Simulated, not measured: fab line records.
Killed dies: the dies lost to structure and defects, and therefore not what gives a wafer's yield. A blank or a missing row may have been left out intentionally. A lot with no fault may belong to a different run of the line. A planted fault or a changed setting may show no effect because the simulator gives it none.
The tool behind it: which one? || flow gf180mcu || Sampling: 14 lots, 42 wafers, 2 of 602 route steps

## WHAT THE GAUGES SHOWED, per wafer
GF_CONTACT_THK_MEAS_26: measures by xrf.
{"lot": "L235", "measured": "day 16 00:43", "on": "film-metro-02", "CONTACT_W_THK (nm)": "306 305 304"}
{"lot": "L236", "measured": "day 16 11:23", "on": "film-metro-02", "CONTACT_W_THK (nm)": "309 305 305"}
{"lot": "L239", "measured": "day 17 10:39", "on": "film-metro-04", "CONTACT_W_THK (nm)": "303 304 302"}
{"lot": "L241", "measured": "day 18 05:23", "on": "film-metro-03", "CONTACT_W_THK (nm)": "297 296 295"}
{"lot": "L242", "measured": "day 18 16:11", "on": "film-metro-04", "CONTACT_W_THK (nm)": "303 303 303"}
{"lot": "L243", "measured": "day 19 03:51", "on": "film-metro-04", "CONTACT_W_THK (nm)": "308 304 308"}
{"lot": "L244", "measured": "day 19 10:23", "on": "film-metro-03", "CONTACT_W_THK (nm)": "300 299 299"}
{"lot": "L245", "measured": "day 20 01:55", "on": "film-metro-02", "CONTACT_W_THK (nm)": "307 304 311"}
{"lot": "L247", "measured": "day 20 13:24", "on": "film-metro-04", "CONTACT_W_THK (nm)": "295 301 301"}
{"lot": "L248", "measured": "day 20 21:09", "on": "film-metro-04", "CONTACT_W_THK (nm)": "300 299 297"}
{"lot": "L254", "measured": "day 22 22:54", "on": "film-metro-04", "CONTACT_W_THK (nm)": "299 298 302"}
{"lot": "L255", "measured": "day 23 08:51", "on": "film-metro-02", "CONTACT_W_THK (nm)": "307 301 303"}
{"lot": "L256", "measured": "day 23 12:43", "on": "film-metro-03", "CONTACT_W_THK (nm)": "302 302 304"}
{"lot": "L258", "measured": "day 24 04:55", "on": "film-metro-04", "CONTACT_W_THK (nm)": "295 296 297"}

## EACH LOT AND THE TOOL THAT RAN IT (in order: tool; ch and the chambers of the sampled wafers; start)
{"lot": "L235", "GF_NWELL_DEVELOP_06": "litho-track-01 ch 0, day 3 09:00"}
{"lot": "L236", "GF_NWELL_DEVELOP_06": "litho-track-04 ch 0, day 3 14:00"}
{"lot": "L239", "GF_NWELL_DEVELOP_06": "litho-track-04 ch 0, day 4 05:00"}
{"lot": "L241", "GF_NWELL_DEVELOP_06": "litho-track-04 ch 0, day 4 15:00"}
{"lot": "L242", "GF_NWELL_DEVELOP_06": "litho-track-01 ch 0, day 4 21:00"}
{"lot": "L243", "GF_NWELL_DEVELOP_06": "litho-track-02 ch 0, day 5 01:00"}
{"lot": "L244", "GF_NWELL_DEVELOP_06": "litho-track-04 ch 0, day 5 07:00"}
{"lot": "L245", "GF_NWELL_DEVELOP_06": "litho-track-04 ch 0, day 5 14:00"}
{"lot": "L247", "GF_NWELL_DEVELOP_06": "litho-track-02 ch 0, day 5 23:00"}
{"lot": "L248", "GF_NWELL_DEVELOP_06": "litho-track-04 ch 0, day 6 05:00"}
{"lot": "L254", "GF_NWELL_DEVELOP_06": "litho-track-04, day 7 14:00"}
{"lot": "L255", "GF_NWELL_DEVELOP_06": "litho-track-02, day 7 20:00"}
{"lot": "L256", "GF_NWELL_DEVELOP_06": "litho-track-02 ch 0, day 8 00:00"}
{"lot": "L258", "GF_NWELL_DEVELOP_06": "litho-track-04 ch 0, day 8 12:00"}
- GF_NWELL_DEVELOP_06: develop time 60 s.

## AS READ BY THE TOOLS THEMSELVES (means over the sampled wafers that have a number; for cases with no such wafer, the mark the record gives instead)
GF_NWELL_DEVELOP_06.
{"lot": "L235", "tool": "litho-track-01", "chill-plate-temp-C (C)": 22.94}
{"lot": "L236", "tool": "litho-track-04", "chill-plate-temp-C (C)": 22.95}
{"lot": "L239", "tool": "litho-track-04", "chill-plate-temp-C (C)": 22.95}
{"lot": "L241", "tool": "litho-track-04", "chill-plate-temp-C (C)": 22.91}
{"lot": "L242", "tool": "litho-track-01", "chill-plate-temp-C (C)": 22.91}
{"lot": "L243", "tool": "litho-track-02", "chill-plate-temp-C (C)": 23.08}
{"lot": "L244", "tool": "litho-track-04", "chill-plate-temp-C (C)": 22.98}
{"lot": "L245", "tool": "litho-track-04", "chill-plate-temp-C (C)": 23.06}
{"lot": "L247", "tool": "litho-track-02", "chill-plate-temp-C (C)": 23.03}
{"lot": "L248", "tool": "litho-track-04", "chill-plate-temp-C (C)": 22.98}
{"lot": "L254", "tool": "litho-track-04", "chill-plate-temp-C (C)": "-"}
{"lot": "L255", "tool": "litho-track-02", "chill-plate-temp-C (C)": "-"}
{"lot": "L256", "tool": "litho-track-02", "chill-plate-temp-C (C)": 22.93}
{"lot": "L258", "tool": "litho-track-04", "chill-plate-temp-C (C)": 22.95}

## THE ANSWER, worked out from the rows above alone
Rule: usual is defined by the lots themselves. The widest of any qualifying gaps counts: lots, ordered by their means at a reading, are off when they make up no more than a third of the lots, leave a main group of 4 or more, and stand apart from it by 3 or more times the standard deviation of that group's means. The tables above print the reading to a certain number of digits; a main group whose means all agree to those digits is not used. Also off: a lot with no number at a reading for which 4 or more lots have one. Where the step has rows for the other lots, those lots are counted as sound. The gauges are gone through in route order, then the tools' own readings, and for those a lot's mean is taken as printed above. At the first step where some lot is off, the reading lying furthest off is the one used; lots without a number count as furthest.
Off: L254, L255 (GF_NWELL_DEVELOP_06, chill-plate-temp-C). Without a number there: L254, L255. Mean 22.97 C and standard deviation 0.054 in the main group.
If a tool, at that step or one of the process steps before it, ran each lot that is off and ran no sound lot following the first of them, it fits. Of those tried, none fits.

## WHAT WAS PUT IN BY THE SIMULATOR
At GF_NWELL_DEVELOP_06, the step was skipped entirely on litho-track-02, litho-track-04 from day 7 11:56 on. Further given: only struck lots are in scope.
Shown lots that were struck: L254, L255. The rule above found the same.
